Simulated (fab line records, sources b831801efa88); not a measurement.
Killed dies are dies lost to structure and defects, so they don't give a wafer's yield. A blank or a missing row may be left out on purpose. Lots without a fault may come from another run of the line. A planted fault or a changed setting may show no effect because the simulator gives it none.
fab line records | flow gf180mcu
record lots=5 wafers=15 last_day=34
route steps=602 shown STI@29 DNWELL@32 NWELL@42 LVPWELL@54 MVSD@66
lots that met no fault: from a run of the same line without faults
start_h: hours from the record's first day to the start of the lot's first wafer shown | wait_h: hours since the lot's step before | " the same as in the row above | L1.1+2: a row that stands for several wafers | - no value, or no start given | * or withheld: withheld | < > ~ a bound
route shown NAME@n: a module of which the file shows steps, and the number in the route of the first | usual: mean/standard deviation of fault-free wafers | same: alike in all rows | chamber/n: place in a boat | sites: the reading at each site | _std_site: their standard deviation | _edge_site: outer sites' mean less inner sites' | radius_mm: how far each site lies from the wafer's centre | mask NAME#n: copy n | behind: the tool/chamber that last shaped the wafer | hold: why the lot was held/for how many hours/how that ended | device: the transistor (n, p or np) that didn't switch | end of line: the same wafers' tests at the end of the route | a step without rows: its recipe alone | killed: dies lost to structure and defects at the first sort, not the wafer's yield | map: a wafer's dies, x killed, . not, _ none there
set.NAME: the setting as run; set.NAME@STEP: as run at that earlier step | model.NAME: the simulator's own value behind a step, which no gauge read
lots at some steps of the route; a table a step, a row a wafer
services: from which hour (start_h, from the record's first day; less than 0 if before it) a tool's chamber was out of use, for how many hours, and why
## steps
# step GF_STI_WET_ETCH_28
# recipe chemistry=dHF target_depth_nm=20 dry=ipa_marangoni target=SiO2 temp_c=25 dilution=10:1 time_s=40
# columns lot.wafer tool chamber start_h wait_h
L078.3+5+6 wet_bench-03 0 52.24 0.0
L082.2+3+6 wet_bench-03 2 69.88 0.0
L092.1+3+6 wet_bench-04 2 121.17 0.0
L094.2+3+6 wet_bench-04 0 131.93 0.0
L097.1+3+5 wet_bench-03 2 147.14 0.0
# step GF_STI_OXIDATION_29
# recipe temp_c=900 ambient=O2 stabilise_s=600 purge_s=300 target_thk_a=100 ox_time_s=1418
# usual ox_temp_c_max=905.2/1.1 spike_tc_bottom_C=914.1/1.1 spike_tc_top_C=916.8/1.2 tube_center_temp_C=900/0.075 zone_power_lower_pct=19.8/0.46
# columns lot.wafer tool chamber start_h wait_h ox_temp_c_max spike_tc_bottom_C spike_tc_top_C tube_center_temp_C zone_power_lower_pct
L078.3 furnace-02 0 53.52 1.3 904.4 915.4 916.3 900.11 19.3
L078.5 " 0 " " 904.9 915.5 917.4 900.11 19.4
L078.6 " 0 " " 904.9 915.8 916.4 900.04 18.9
L082.2 furnace-02 0 69.90 0.0 903.3 914.5 918.7 900.08 19.6
L082.3 " 0 " " 905.9 912.9 915.3 900 19.7
L082.6 " 0 " " 906.2 914.6 916.3 900.02 19.4
L092.1 furnace-01 0 121.51 0.3 907.6 914.0 919.7 899.96 20.1
L092.3 " 0 " " 903.8 912.7 917.9 899.9 20.6
L092.6 " 0 " " 904.6 913.4 918.2 899.94 20.3
L094.2 furnace-01 0 131.95 0.0 905.4 913.1 918.8 900.05 20.7
L094.3 " 0 " " 905.5 913.8 917.3 900.1 20.3
L094.6 " 0 " " 903.5 914.0 918.2 900.18 20.4
L097.1 furnace-02 0 147.16 0.0 906.9 914.8 915.1 900.03 19.5
L097.3 " 0 " " 906.0 914.0 916.1 900.12 19.3
L097.5 " 0 " " 904.7 914.8 916.0 899.93 19.5
# step GF_STI_THK_MEAS_30
# recipe reads=SiO2_of_STI_OXIDATION_29
# usual STI_OXIDATION_02_THK=9.82/0.18
# columns lot.wafer tool chamber start_h wait_h STI_OXIDATION_02_THK[nm]
L078.3 film_metro-03 - 54.93 0.0 9.55
L078.5 " - " " 9.58
L078.6 " - " " 9.52
L082.2 film_metro-02 - 71.30 0.0 9.80
L082.3 " - " " 9.99
L082.6 " - " " 9.73
L092.1 film_metro-03 - 122.91 0.0 9.86
L092.3 " - " " 9.78
L092.6 " - " " 9.87
L094.2 film_metro-03 - 133.35 0.0 9.61
L094.3 " - " " 9.56
L094.6 " - " " 9.52
L097.1 film_metro-02 - 148.55 0.0 9.93
L097.3 " - " " 9.72
L097.5 " - " " 9.80
# step GF_DNWELL_DEHYDRATE_00
# recipe temp_c=200 time_s=60
# columns lot.wafer tool chamber start_h wait_h
L078.3+5+6 litho_track-04 0 60.27 5.3
L082.2+3+6 litho_track-04 0 77.30 6.0
L092.1+3+6 litho_track-04 0 129.37 6.5
L094.2+3+6 litho_track-02 0 140.18 6.8
L097.1+3+5 litho_track-04 0 156.07 7.5
# step GF_DNWELL_HMDS_01
# recipe prime_time_s=60 prime_temp_c=120
# columns lot.wafer tool chamber start_h wait_h
L078.3+5+6 litho_track-04 0 60.42 0.1
L082.2+3+6 litho_track-04 0 77.45 0.1
L092.1+3+6 litho_track-04 0 129.52 0.1
L094.2+3+6 litho_track-02 0 140.33 0.1
L097.1+3+5 litho_track-04 0 156.22 0.1
# step GF_DNWELL_COAT_02
# recipe spin_rpm=2000 resist_thk_nm=3000
# usual dispense_pressure_kPa=46/5.3
# columns lot.wafer tool chamber start_h wait_h dispense_pressure_kPa
L078.3 litho_track-04 0 60.57 0.1 40
L078.5 " 0 " " 41
L078.6 " 0 " " 41
L082.2 litho_track-04 0 77.60 0.1 41
L082.3 " 0 " " 41
L082.6 " 0 " " 41
L092.1 litho_track-04 0 129.67 0.1 41
L092.3 " 0 " " 41
L092.6 " 0 " " 41
L094.2 litho_track-02 0 140.48 0.1 52
L094.3 " 0 " " 52
L094.6 " 0 " " 52
L097.1 litho_track-04 0 156.37 0.1 41
L097.3 " 0 " " 41
L097.5 " 0 " " 41
# step GF_DNWELL_SOFTBAKE_03
# recipe temp_c=110 time_s=withheld
# columns lot.wafer tool chamber start_h wait_h
L078.3+5+6 litho_track-04 0 60.74 0.1
L082.2+3+6 litho_track-04 0 77.76 0.1
L092.1+3+6 litho_track-04 0 129.82 0.1
L094.2+3+6 litho_track-02 0 140.64 0.1
L097.1+3+5 litho_track-04 0 156.52 0.1
# step GF_DNWELL_EXPOSE_04
# recipe mask_id=DNWELL target_cd_nm=1700 na=0.6 source_shape=conventional sigma_outer=0.6 dose_mj=260
# columns lot.wafer tool chamber start_h wait_h mask
L078.3+5+6 iline_stepper-02 0 - - DNWELL#0
L082.2+3+6 iline_stepper-02 0 - - DNWELL#0
L092.1+3+6 iline_stepper-01 0 - - DNWELL#0
L094.2+3+6 iline_stepper-01 0 - - DNWELL#0
L097.1+3+5 iline_stepper-01 0 - - DNWELL#0
# step GF_DNWELL_PEB_05
# recipe temp_c=115 time_s=withheld
# columns lot.wafer tool chamber start_h wait_h
L078.3+5+6 litho_track-02 0 - -
L082.2+3+6 litho_track-02 0 - -
L092.1+3+6 litho_track-04 0 - -
L094.2+3+6 litho_track-04 0 - -
L097.1+3+5 litho_track-04 0 - -
# step GF_DNWELL_DEVELOP_06
# recipe wall_angle_deg=90 develop_time_s=60 dev_temp_c=23
# columns lot.wafer tool chamber start_h wait_h
L078.3+5+6 litho_track-02 0 - -
L082.2+3+6 litho_track-02 0 - -
L092.1+3+6 litho_track-04 0 - -
L094.2+3+6 litho_track-04 0 - -
L097.1+3+5 litho_track-04 0 - -
# step GF_DNWELL_IMPLANT_07
# recipe species=P energy_kev=1500 dose_cm2=1e+13 tilt_deg=0
# usual end_station_pressure_torr=5.05e-06/2.5e-07
# columns lot.wafer tool chamber start_h wait_h end_station_pressure_torr
L078.3 implanter-03 0 67.15 - 5.12e-06
L078.5 " 0 " " 5.58e-06
L078.6 " 0 " " 5.22e-06
L082.2 implanter-03 0 84.23 - 5.2e-06
L082.3 " 0 " " 5.07e-06
L082.6 " 0 " " 5.15e-06
L092.1 implanter-04 0 137.87 - 4.86e-06
L092.3 " 0 " " 5.24e-06
L092.6 " 0 " " 4.83e-06
L094.2 implanter-04 0 148.20 - 4.58e-06
L094.3 " 0 " " 5.61e-06
L094.6 " 0 " " 4.95e-06
L097.1 implanter-03 0 164.47 - 5.15e-06
L097.3 " 0 " " 4.88e-06
L097.5 " 0 " " 5.53e-06
# step GF_DNWELL_STRIP_08
# recipe chemistry=O2/N2 power_w=1400 pressure_mtorr=1500 platen_temp_c=250 o2_flow_sccm=3000 n2_flow_sccm=300 overash_fraction=0.5
# usual drypump_motor_current_A=5.90/0.3 heater_power_w=305/26 oes_product_au=0.722/0.0045 strip_time_to_endpoint_s=37.00/0.12
# columns lot.wafer tool chamber start_h wait_h drypump_motor_current_A heater_power_w oes_product_au rf_hours_counter_h strip_time_to_endpoint_s
L078.3 plasma_asher-03 1 67.29 0.1 6.01 279 0.719 - 37.10
L078.5 " 0 " " 5.97 314 0.721 - 37.02
L078.6 " 1 " " 6.05 279 0.715 - 36.98
L082.2 plasma_asher-01 0 84.35 0.1 5.52 321 0.720 30 37.02
L082.3 " 1 " " 6.34 337 0.736 - 37.07
L082.6 " 0 " " 5.54 329 0.719 - 37.01
L092.1 plasma_asher-01 1 138.02 0.1 6.33 337 0.715 35 37.02
L092.3 " 1 " " 6.34 349 0.714 - 37.03
L092.6 " 0 " " 5.53 325 0.717 - 37.00
L094.2 plasma_asher-01 1 148.32 0.1 6.30 342 0.721 36 37.30
L094.3 " 0 " " 5.54 332 0.726 - 37.34
L094.6 " 1 " " 6.33 347 0.728 - 37.30
L097.1 plasma_asher-03 0 164.62 0.1 5.95 307 0.721 50 36.94
L097.3 " 0 " " 5.99 317 0.714 - 36.94
L097.5 " 0 " " 5.97 310 0.721 - 36.98
# step GF_DNWELL_TW_MEAS_09
# usual DNWELL_TW=1350/16
# columns lot.wafer tool chamber start_h wait_h DNWELL_TW
L078.3 film_metro-02 - 67.37 0.1 1326
L078.5 " - " " 1328
L078.6 " - " " 1330
L082.2 film_metro-02 - 84.46 0.1 1339
L082.3 " - " " 1336
L082.6 " - " " 1338
L092.1 film_metro-02 - 138.12 0.1 1331
L092.3 " - " " 1343
L092.6 " - " " 1335
L094.2 film_metro-04 - 148.43 0.1 1352
L094.3 " - " " 1354
L094.6 " - " " 1354
L097.1 film_metro-04 - 164.72 0.1 1356
L097.3 " - " " 1356
L097.5 " - " " 1357
# step GF_NWELL_DEHYDRATE_00
# recipe temp_c=200 time_s=60
# columns lot.wafer tool chamber start_h wait_h
L078.3+5+6 litho_track-04 0 73.77 6.4
L082.2+3+6 litho_track-03 0 90.48 6.0
L092.1+3+6 litho_track-04 0 144.87 6.7
L094.2+3+6 litho_track-03 0 156.08 7.6
L097.1+3+5 litho_track-01 0 172.78 8.0
# step GF_NWELL_HMDS_01
# recipe prime_time_s=60 prime_temp_c=120
# columns lot.wafer tool chamber start_h wait_h
L078.3+5+6 litho_track-04 0 73.92 0.1
L082.2+3+6 litho_track-03 0 90.63 0.1
L092.1+3+6 litho_track-04 0 145.02 0.1
L094.2+3+6 litho_track-03 0 156.23 0.1
L097.1+3+5 litho_track-01 0 172.93 0.1
# step GF_NWELL_COAT_02
# recipe spin_rpm=2000 resist_thk_nm=3000
# usual dispense_pressure_kPa=47/3.5
# columns lot.wafer tool chamber start_h wait_h dispense_pressure_kPa
L078.3 litho_track-04 0 74.07 0.1 41
L078.5 " 0 " " 41
L078.6 " 0 " " 41
L082.2 litho_track-03 0 90.78 0.1 48
L082.3 " 0 " " 48
L082.6 " 0 " " 48
L092.1 litho_track-04 0 145.17 0.1 41
L092.3 " 0 " " 41
L092.6 " 0 " " 41
L094.2 litho_track-03 0 156.38 0.1 48
L094.3 " 0 " " 48
L094.6 " 0 " " 48
L097.1 litho_track-01 0 173.08 0.1 50
L097.3 " 0 " " 50
L097.5 " 0 " " 50
# step GF_NWELL_SOFTBAKE_03
# recipe temp_c=110 time_s=withheld
# columns lot.wafer tool chamber start_h wait_h
L078.3+5+6 litho_track-04 0 74.24 0.1
L082.2+3+6 litho_track-03 0 90.94 0.1
L092.1+3+6 litho_track-04 0 145.32 0.1
L094.2+3+6 litho_track-03 0 156.54 0.1
L097.1+3+5 litho_track-01 0 173.23 0.1
# step GF_NWELL_EXPOSE_04
# recipe mask_id=Nwell target_cd_nm=860 na=0.6 source_shape=conventional sigma_outer=0.6 dose_mj=260
# columns lot.wafer tool chamber start_h wait_h mask
L078.3+5+6 iline_stepper-02 0 - - Nwell#0
L082.2+3+6 iline_stepper-02 0 - - Nwell#0
L092.1+3+6 iline_stepper-02 0 - - Nwell#0
L094.2+3+6 iline_stepper-02 0 - - Nwell#0
L097.1+3+5 iline_stepper-01 0 - - Nwell#0
# step GF_NWELL_PEB_05
# recipe temp_c=115 time_s=withheld
# columns lot.wafer tool chamber start_h wait_h
L078.3+5+6 litho_track-04 0 - -
L082.2+3+6 litho_track-03 0 - -
L092.1+3+6 litho_track-03 0 - -
L094.2+3+6 litho_track-01 0 - -
L097.1+3+5 litho_track-03 0 - -
# step GF_NWELL_DEVELOP_06
# recipe wall_angle_deg=90 develop_time_s=60 dev_temp_c=23
# columns lot.wafer tool chamber start_h wait_h
L078.3+5+6 litho_track-04 0 - -
L082.2+3+6 litho_track-03 0 - -
L092.1+3+6 litho_track-03 0 - -
L094.2+3+6 litho_track-01 0 - -
L097.1+3+5 litho_track-03 0 - -
# step GF_NWELL_OVL_MEAS_07
# usual NWELL_OVL=-0.4/1.4
# columns lot.wafer tool chamber start_h wait_h NWELL_OVL[nm]
L078.3 overlay-02 - 80.79 - -2.2
L078.5 " - " " -2.9
L078.6 " - " " -0.6
L082.2 overlay-02 - 97.82 - -0.6
L082.3 " - " " 2.0
L082.6 " - " " -3.3
L092.1 overlay-01 - 153.46 - -1.5
L092.3 " - " " 0.3
L092.6 " - " " 0.4
L094.2 overlay-02 - 164.73 - -2.1
L094.3 " - " " -1.8
L094.6 " - " " -3.5
L097.1 overlay-02 - 181.21 - -0.9
L097.3 " - " " -0.5
L097.5 " - " " -0.4
# step GF_NWELL_IMPLANT_08
# recipe species=P energy_kev=450 dose_cm2=1.5e+13 tilt_deg=0
# usual end_station_pressure_torr=5.08e-06/2.9e-07
# columns lot.wafer tool chamber start_h wait_h end_station_pressure_torr
L078.3 implanter-03 0 80.86 0.1 4.45e-06
L078.5 " 0 " " 5.25e-06
L078.6 " 0 " " 5.22e-06
L082.2 implanter-02 0 97.87 0.0 5.1e-06
L082.3 " 0 " " 4.77e-06
L082.6 " 0 " " 5.03e-06
L092.1 implanter-02 0 153.49 0.0 5.16e-06
L092.3 " 0 " " 5.2e-06
L092.6 " 0 " " 5.5e-06
L094.2 implanter-04 0 164.79 0.0 5.44e-06
L094.3 " 0 " " 5.29e-06
L094.6 " 0 " " 4.67e-06
L097.1 implanter-03 0 181.24 0.0 5.84e-06
L097.3 " 0 " " 4.85e-06
L097.5 " 0 " " 5.07e-06
# step GF_NWELL_IMPLANT_09
# recipe species=P energy_kev=160 dose_cm2=4e+12 tilt_deg=0
# usual end_station_pressure_torr=5.01e-06/2.7e-07
# columns lot.wafer tool chamber start_h wait_h end_station_pressure_torr
L078.3 implanter-03 0 81.01 0.1 5.09e-06
L078.5 " 0 " " 5.32e-06
L078.6 " 0 " " 5.5e-06
L082.2 implanter-02 0 98.02 0.1 5.14e-06
L082.3 " 0 " " 4.5e-06
L082.6 " 0 " " 5.61e-06
L092.1 implanter-02 0 153.64 0.1 4.8e-06
L092.3 " 0 " " 4.55e-06
L092.6 " 0 " " 4.7e-06
L094.2 implanter-04 0 164.94 0.1 4.69e-06
L094.3 " 0 " " 5.32e-06
L094.6 " 0 " " 4.69e-06
L097.1 implanter-03 0 181.39 0.1 5.52e-06
L097.3 " 0 " " 5.26e-06
L097.5 " 0 " " 4.94e-06
# step GF_NWELL_STRIP_10
# recipe chemistry=O2/N2 power_w=1400 pressure_mtorr=1500 platen_temp_c=250 o2_flow_sccm=3000 n2_flow_sccm=300 overash_fraction=0.5
# usual drypump_motor_current_A=5.6/0.41 heater_power_w=300/37 oes_product_au=0.723/0.0046 strip_time_to_endpoint_s=37.01/0.074
# columns lot.wafer tool chamber start_h wait_h drypump_motor_current_A heater_power_w oes_product_au rf_hours_counter_h strip_time_to_endpoint_s
L078.3 plasma_asher-02 1 81.14 0.1 5.5 309 0.723 - 36.99
L078.5 " 1 " " 5.5 306 0.722 - 37.00
L078.6 " 0 " " 6.1 268 0.723 - 36.98
L082.2 plasma_asher-01 0 98.15 0.1 5.5 331 0.724 31 37.02
L082.3 " 1 " " 6.3 333 0.727 - 36.91
L082.6 " 1 " " 6.3 341 0.725 - 36.98
L092.1 plasma_asher-01 0 153.79 0.1 5.5 323 0.728 37 36.96
L092.3 " 1 " " 6.4 333 0.729 - 36.93
L092.6 " 0 " " 5.5 321 0.724 - 36.91
L094.2 plasma_asher-02 1 165.06 0.1 5.6 308 0.722 52 37.01
L094.3 " 0 " " 6.1 257 0.725 - 37.04
L094.6 " 0 " " 6.1 264 0.718 - 37.05
L097.1 plasma_asher-02 1 181.54 0.1 5.5 307 0.729 54 37.00
L097.3 " 0 " " 6.2 271 0.721 - 36.95
L097.5 " 1 " " 5.5 315 0.720 - 36.99
# step GF_NWELL_TW_MEAS_11
# usual NWELL_TW=1573/21
# columns lot.wafer tool chamber start_h wait_h NWELL_TW
L078.3 film_metro-04 - 81.23 0.1 1583
L078.5 " - " " 1586
L078.6 " - " " 1580
L082.2 film_metro-04 - 98.26 0.1 1582
L082.3 " - " " 1595
L082.6 " - " " 1587
L092.1 film_metro-01 - 153.89 0.1 1558
L092.3 " - " " 1540
L092.6 " - " " 1561
L094.2 film_metro-04 - 165.17 0.1 1576
L094.3 " - " " 1593
L094.6 " - " " 1582
L097.1 film_metro-02 - 181.64 0.1 1539
L097.3 " - " " 1541
L097.5 " - " " 1531
# step GF_LVPWELL_DEHYDRATE_00
# recipe temp_c=200 time_s=60
# columns lot.wafer tool chamber start_h wait_h
L078.3+5+6 litho_track-03 0 88.21 7.0
L082.2+3+6 litho_track-02 0 104.53 6.3
L092.1+3+6 litho_track-04 0 161.67 7.8
L094.2+3+6 litho_track-02 0 173.08 7.9
L097.1+3+5 litho_track-02 0 189.75 8.1
# step GF_LVPWELL_HMDS_01
# recipe prime_time_s=60 prime_temp_c=120
# columns lot.wafer tool chamber start_h wait_h
L078.3+5+6 litho_track-03 0 88.36 0.1
L082.2+3+6 litho_track-02 0 104.68 0.1
L092.1+3+6 litho_track-04 0 161.82 0.1
L094.2+3+6 litho_track-02 0 173.23 0.1
L097.1+3+5 litho_track-02 0 189.90 0.1
# step GF_LVPWELL_COAT_02
# recipe spin_rpm=2000 resist_thk_nm=3000
# usual dispense_pressure_kPa=48/3.9
# columns lot.wafer tool chamber start_h wait_h dispense_pressure_kPa
L078.3 litho_track-03 0 88.51 0.1 48
L078.5 " 0 " " 48
L078.6 " 0 " " 48
L082.2 litho_track-02 0 104.83 0.1 52
L082.3 " 0 " " 52
L082.6 " 0 " " 52
L092.1 litho_track-04 0 161.97 0.1 41
L092.3 " 0 " " 41
L092.6 " 0 " " 41
L094.2 litho_track-02 0 173.38 0.1 52
L094.3 " 0 " " 52
L094.6 " 0 " " 52
L097.1 litho_track-02 0 190.05 0.1 52
L097.3 " 0 " " 52
L097.5 " 0 " " 52
# step GF_LVPWELL_SOFTBAKE_03
# recipe temp_c=110 time_s=withheld
# columns lot.wafer tool chamber start_h wait_h
L078.3+5+6 litho_track-03 0 88.68 0.1
L082.2+3+6 litho_track-02 0 104.99 0.1
L092.1+3+6 litho_track-04 0 162.12 0.1
L094.2+3+6 litho_track-02 0 173.54 0.1
L097.1+3+5 litho_track-02 0 190.20 0.1
# step GF_LVPWELL_EXPOSE_04
# recipe mask_id=LVPWELL target_cd_nm=600 na=0.6 source_shape=conventional sigma_outer=0.6 dose_mj=260
# columns lot.wafer tool chamber start_h wait_h mask
L078.3+5+6 iline_stepper-01 0 - - LVPWELL#0
L082.2+3+6 iline_stepper-01 0 - - LVPWELL#0
L092.1+3+6 iline_stepper-02 0 - - LVPWELL#0
L094.2+3+6 iline_stepper-02 0 - - LVPWELL#0
L097.1+3+5 iline_stepper-02 0 - - LVPWELL#0
# step GF_LVPWELL_PEB_05
# recipe temp_c=115 time_s=withheld
# columns lot.wafer tool chamber start_h wait_h
L078.3+5+6 litho_track-02 0 - -
L082.2+3+6 litho_track-02 0 - -
L092.1+3+6 litho_track-03 0 - -
L094.2+3+6 litho_track-02 0 - -
L097.1+3+5 litho_track-02 0 - -
# step GF_LVPWELL_DEVELOP_06
# recipe wall_angle_deg=90 develop_time_s=60 dev_temp_c=23
# columns lot.wafer tool chamber start_h wait_h
L078.3+5+6 litho_track-02 0 - -
L082.2+3+6 litho_track-02 0 - -
L092.1+3+6 litho_track-03 0 - -
L094.2+3+6 litho_track-02 0 - -
L097.1+3+5 litho_track-02 0 - -
# step GF_LVPWELL_OVL_MEAS_07
# usual LVPWELL_OVL=-0.6/1.5
# columns lot.wafer tool chamber start_h wait_h LVPWELL_OVL[nm]
L078.3 overlay-02 - 95.07 - -1.1
L078.5 " - " " -1.6
L078.6 " - " " -2.3
L082.2 overlay-01 - 111.86 - 1.5
L082.3 " - " " -0.2
L082.6 " - " " -0.7
L092.1 overlay-01 - 170.26 - 0.8
L092.3 " - " " -1.4
L092.6 " - " " 0.3
L094.2 overlay-02 - 181.86 - 0.3
L094.3 " - " " -0.7
L094.6 " - " " -2.0
L097.1 overlay-02 - 198.90 - -2.4
L097.3 " - " " -2.2
L097.5 " - " " -0.9
# step GF_LVPWELL_IMPLANT_08
# recipe species=B energy_kev=170 dose_cm2=1.5e+13 tilt_deg=0
# usual end_station_pressure_torr=5.09e-06/2.3e-07
# columns lot.wafer tool chamber start_h wait_h end_station_pressure_torr
L078.3 implanter-03 0 95.14 0.1 5e-06
L078.5 " 0 " " 4.67e-06
L078.6 " 0 " " 4.54e-06
L082.2 implanter-01 0 111.92 0.0 5.3e-06
L082.3 " 0 " " 5.53e-06
L082.6 " 0 " " 5.13e-06
L092.1 implanter-02 0 170.29 0.0 5.06e-06
L092.3 " 0 " " 4.97e-06
L092.6 " 0 " " 5.12e-06
L094.2 implanter-02 0 181.91 0.0 4.94e-06
L094.3 " 0 " " 4.64e-06
L094.6 " 0 " " 5.42e-06
L097.1 implanter-03 0 198.94 0.0 5.46e-06
L097.3 " 0 " " 5.12e-06
L097.5 " 0 " " 5.4e-06
# step GF_LVPWELL_IMPLANT_09
# recipe species=B energy_kev=60 dose_cm2=5e+12 tilt_deg=0
# usual end_station_pressure_torr=5.04e-06/2.7e-07
# columns lot.wafer tool chamber start_h wait_h end_station_pressure_torr
L078.3 implanter-03 0 95.29 0.1 5.54e-06
L078.5 " 0 " " 5.15e-06
L078.6 " 0 " " 4.72e-06
L082.2 implanter-01 0 112.07 0.1 5.29e-06
L082.3 " 0 " " 5.17e-06
L082.6 " 0 " " 4.95e-06
L092.1 implanter-02 0 170.44 0.1 5e-06
L092.3 " 0 " " 4.74e-06
L092.6 " 0 " " 5.57e-06
L094.2 implanter-02 0 182.06 0.1 4.92e-06
L094.3 " 0 " " 4.55e-06
L094.6 " 0 " " 5e-06
L097.1 implanter-03 0 199.09 0.1 4.82e-06
L097.3 " 0 " " 4.94e-06
L097.5 " 0 " " 4.68e-06
# step GF_LVPWELL_STRIP_10
# recipe chemistry=O2/N2 power_w=1400 pressure_mtorr=1500 platen_temp_c=250 o2_flow_sccm=3000 n2_flow_sccm=300 overash_fraction=0.5
# usual drypump_motor_current_A=5.8/0.33 heater_power_w=295/28 oes_product_au=0.723/0.0043 strip_time_to_endpoint_s=37.03/0.13
# columns lot.wafer tool chamber start_h wait_h drypump_motor_current_A heater_power_w oes_product_au rf_hours_counter_h strip_time_to_endpoint_s
L078.3 plasma_asher-03 1 95.42 0.1 6.0 279 0.722 - 37.01
L078.5 " 1 " " 6.0 278 0.722 - 37.01
L078.6 " 0 " " 5.9 312 0.724 - 37.14
L082.2 plasma_asher-02 1 112.19 0.1 5.5 315 0.730 47 37.02
L082.3 " 0 " " 6.1 270 0.729 - 37.05
L082.6 " 0 " " 6.1 271 0.722 - 37.13
L092.1 plasma_asher-04 1 170.59 0.1 5.1 252 0.721 5 37.00
L092.3 " 0 " " 5.7 330 0.724 - 37.00
L092.6 " 1 " " 5.1 254 0.723 - 37.00
L094.2 plasma_asher-03 0 182.19 0.1 6.0 317 0.722 51 37.04
L094.3 " 0 " " 6.0 302 0.715 - 37.09
L094.6 " 0 " " 6.0 305 0.718 - 37.08
L097.1 plasma_asher-03 1 199.24 0.1 6.0 280 0.731 53 37.28
L097.3 " 1 " " 6.0 283 0.726 - 37.28
L097.5 " 1 " " 6.0 280 0.718 - 37.15
# step GF_LVPWELL_TW_MEAS_11
# usual LVPWELL_TW=556/7.6
# columns lot.wafer tool chamber start_h wait_h LVPWELL_TW
L078.3 film_metro-01 - 95.51 0.1 556
L078.5 " - " " 554
L078.6 " - " " 551
L082.2 film_metro-01 - 112.30 0.1 556
L082.3 " - " " 553
L082.6 " - " " 554
L092.1 film_metro-04 - 170.69 0.1 565
L092.3 " - " " 568
L092.6 " - " " 567
L094.2 film_metro-02 - 182.30 0.1 548
L094.3 " - " " 551
L094.6 " - " " 547
L097.1 film_metro-01 - 199.34 0.1 554
L097.3 " - " " 553
L097.5 " - " " 553
# step GF_MVSD_DEHYDRATE_00
# recipe temp_c=200 time_s=60
# columns lot.wafer tool chamber start_h wait_h
L078.3+5+6 litho_track-02 0 102.05 6.5
L082.2+3+6 litho_track-03 0 118.73 6.4
L092.1+3+6 litho_track-03 0 178.16 7.5
L094.2+3+6 litho_track-03 0 190.38 8.1
L097.1+3+5 litho_track-03 0 207.41 8.1
# step GF_MVSD_HMDS_01
# recipe prime_time_s=60 prime_temp_c=120
# columns lot.wafer tool chamber start_h wait_h
L078.3+5+6 litho_track-02 0 102.20 0.1
L082.2+3+6 litho_track-03 0 118.88 0.1
L092.1+3+6 litho_track-03 0 178.31 0.1
L094.2+3+6 litho_track-03 0 190.53 0.1
L097.1+3+5 litho_track-03 0 207.56 0.1
# step GF_MVSD_COAT_02
# recipe spin_rpm=2000 resist_thk_nm=3000
# usual dispense_pressure_kPa=49.9/1.7
# columns lot.wafer tool chamber start_h wait_h dispense_pressure_kPa
L078.3 litho_track-02 0 102.35 0.1 51.8
L078.5 " 0 " " 51.8
L078.6 " 0 " " 51.8
L082.2 litho_track-03 0 119.03 0.1 48.2
L082.3 " 0 " " 48.1
L082.6 " 0 " " 48.1
L092.1 litho_track-03 0 178.46 0.1 48.1
L092.3 " 0 " " 48.2
L092.6 " 0 " " 48.1
L094.2 litho_track-03 0 190.68 0.1 48.1
L094.3 " 0 " " 48.1
L094.6 " 0 " " 48.2
L097.1 litho_track-03 0 207.71 0.1 48.1
L097.3 " 0 " " 48.1
L097.5 " 0 " " 48.1
# step GF_MVSD_SOFTBAKE_03
# recipe temp_c=110 time_s=withheld
# columns lot.wafer tool chamber start_h wait_h
L078.3+5+6 litho_track-02 0 102.52 0.1
L082.2+3+6 litho_track-03 0 119.19 0.1
L092.1+3+6 litho_track-03 0 178.61 0.1
L094.2+3+6 litho_track-03 0 190.84 0.1
L097.1+3+5 litho_track-03 0 207.86 0.1
# step GF_MVSD_EXPOSE_04
# recipe mask_id=MVSD target_cd_nm=1000 na=0.6 source_shape=conventional sigma_outer=0.6 dose_mj=260
# columns lot.wafer tool chamber start_h wait_h mask
L078.3+5+6 iline_stepper-01 0 - - MVSD#0
L082.2+3+6 iline_stepper-02 0 - - MVSD#0
L092.1+3+6 iline_stepper-01 0 - - MVSD#0
L094.2+3+6 iline_stepper-01 0 - - MVSD#0
L097.1+3+5 iline_stepper-02 0 - - MVSD#0
# step GF_MVSD_PEB_05
# recipe temp_c=115 time_s=withheld
# columns lot.wafer tool chamber start_h wait_h
L078.3+5+6 litho_track-02 0 - -
L082.2+3+6 litho_track-03 0 - -
L092.1+3+6 litho_track-02 0 - -
L094.2+3+6 litho_track-01 0 - -
L097.1+3+5 litho_track-02 0 - -
# step GF_MVSD_DEVELOP_06
# recipe wall_angle_deg=90 develop_time_s=60 dev_temp_c=23
# columns lot.wafer tool chamber start_h wait_h
L078.3+5+6 litho_track-02 0 - -
L082.2+3+6 litho_track-03 0 - -
L092.1+3+6 litho_track-02 0 - -
L094.2+3+6 litho_track-01 0 - -
L097.1+3+5 litho_track-02 0 - -
# step GF_MVSD_OVL_MEAS_07
# usual MVSD_OVL=1.6/1.5
# columns lot.wafer tool chamber start_h wait_h MVSD_OVL[nm]
L078.3 overlay-02 - 109.02 - 1.4
L078.5 " - " " 1.0
L078.6 " - " " 1.2
L082.2 overlay-02 - 126.76 - 0.6
L082.3 " - " " 2.4
L082.6 " - " " 1.3
L092.1 overlay-01 - 186.90 - 2.0
L092.3 " - " " 3.1
L092.6 " - " " 1.0
L094.2 overlay-02 - 199.28 - 0.6
L094.3 " - " " -0.2
L094.6 " - " " 1.4
L097.1 overlay-01 - 217.00 - 1.9
L097.3 " - " " 1.9
L097.5 " - " " 0.9
## services
# columns tool chamber start_h hours kind
implanter-02 - 34.08 4.2 pm
iline_stepper-01 - 45.61 4.0 repair
iline_stepper-01 - 49.66 1.7 pm
iline_stepper-01 - 63.30 10.3 repair
implanter-03 - 64.14 2.3 repair
furnace-02 - 81.42 3.2 pm
furnace-01 - 84.84 1.8 repair
plasma_asher-01 - 85.72 2.6 repair
plasma_asher-01 - 96.79 0.7 repair
furnace-01 - 98.15 3.6 pm
iline_stepper-02 - 99.10 2.1 pm
implanter-04 - 99.61 1.1 repair
implanter-02 - 110.91 3.2 repair
plasma_asher-02 - 122.64 5.1 repair
implanter-04 - 138.29 2.3 repair
implanter-03 - 151.93 2.2 repair
iline_stepper-02 - 152.45 1.7 pm
plasma_asher-03 - 167.27 14.6 pm
implanter-04 - 171.97 2.8 repair
plasma_asher-02 - 174.17 0.6 repair
furnace-02 - 197.31 3.3 pm
implanter-03 - 199.36 7.9 pm
implanter-02 - 202.98 31.9 pm
furnace-02 - 216.12 28.0 repair
## key
fault none
